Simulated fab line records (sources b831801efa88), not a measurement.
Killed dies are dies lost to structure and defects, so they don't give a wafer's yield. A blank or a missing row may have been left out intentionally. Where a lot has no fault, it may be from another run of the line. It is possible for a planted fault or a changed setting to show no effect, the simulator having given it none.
The tool behind it: which one?    flow gf180mcu    7 lots with 21 wafers sampled at 3 steps, on a route of 602 steps

WHAT THE GAUGES READ, wafer by wafer
GF_M1_RS_MEAS_05: a four-point-probe measurement.
lot   measured      on             M1_ALCU_RS (ohm/sq)
L777  day 17 06:20  film_metro-02  0.0692 0.0704 0.0698
L780  day 18 09:13  film_metro-02  0.0691 0.0703 0.0707
L782  day 19 08:04  film_metro-03  7.2615 7.3015 7.2484
L790  day 22 01:05  film_metro-04  0.0696 0.0689 0.0696
L793  day 22 23:02  film_metro-02  0.0700 0.0679 0.0702
L795  day 23 16:57  film_metro-03  0.0697 0.0697 0.0702
L797  day 24 10:41  film_metro-04  0.0705 0.0700 0.0687

TOOL THAT RAN EACH LOT (tool first, then ch and the chambers of the sampled wafers, then the start)
lot   GF_SALICIDE_RTA_08                GF_M1_SPUTTER_02
L777  rtp_anneal-02 ch 0, day 16 04:21  pvd_sputter-03, day 17 06:14
L780  rtp_anneal-02 ch 0, day 17 07:13  pvd_sputter-03, day 18 09:08
L782  rtp_anneal-02 ch 0, day 18 04:19  pvd_sputter-04, day 19 07:56
L790  rtp_anneal-01 ch 0, day 20 23:27  pvd_sputter-02, day 22 00:58
L793  rtp_anneal-01 ch 0, day 21 23:01  pvd_sputter-03, day 22 22:57
L795  rtp_anneal-01 ch 0, day 22 15:59  pvd_sputter-04, day 23 16:52
L797  rtp_anneal-02 ch 0, day 23 10:25  pvd_sputter-04, day 24 10:35
- GF_SALICIDE_RTA_08: time 30 s.
- GF_M1_SPUTTER_02: material AlCu, target thk 450 nm, time 23.9 s.

THE ANSWER, worked out from the rows above alone
Rule: the lots themselves supply what counts as usual. Put in order of their means at a reading, lots are off if they are a third of the lots or fewer, leave a main group of 4 or more, and stand apart from it by a gap of 3 or more times the standard deviation of the main group's means; of several such gaps the widest counts. Not used: any main group whose means are identical at the precision the tables above print for the reading. A lot without any number at a reading at which 4 lots or more have one is off too. All remaining lots with rows at the step are treated as sound.
Off: L782, at GF_M1_RS_MEAS_05 (M1_ALCU_RS). Mean 0.0697 ohm/sq and standard deviation 0.00025 in the main group.
A tool fits if, at a process step before that reading, it ran every lot that is off, and no sound lot after the first of them. Gauges at GF_M1_RS_MEAS_05: tried the same way as those tools. Not one of the candidates tried fits.

WHAT THE SIMULATOR PUT IN
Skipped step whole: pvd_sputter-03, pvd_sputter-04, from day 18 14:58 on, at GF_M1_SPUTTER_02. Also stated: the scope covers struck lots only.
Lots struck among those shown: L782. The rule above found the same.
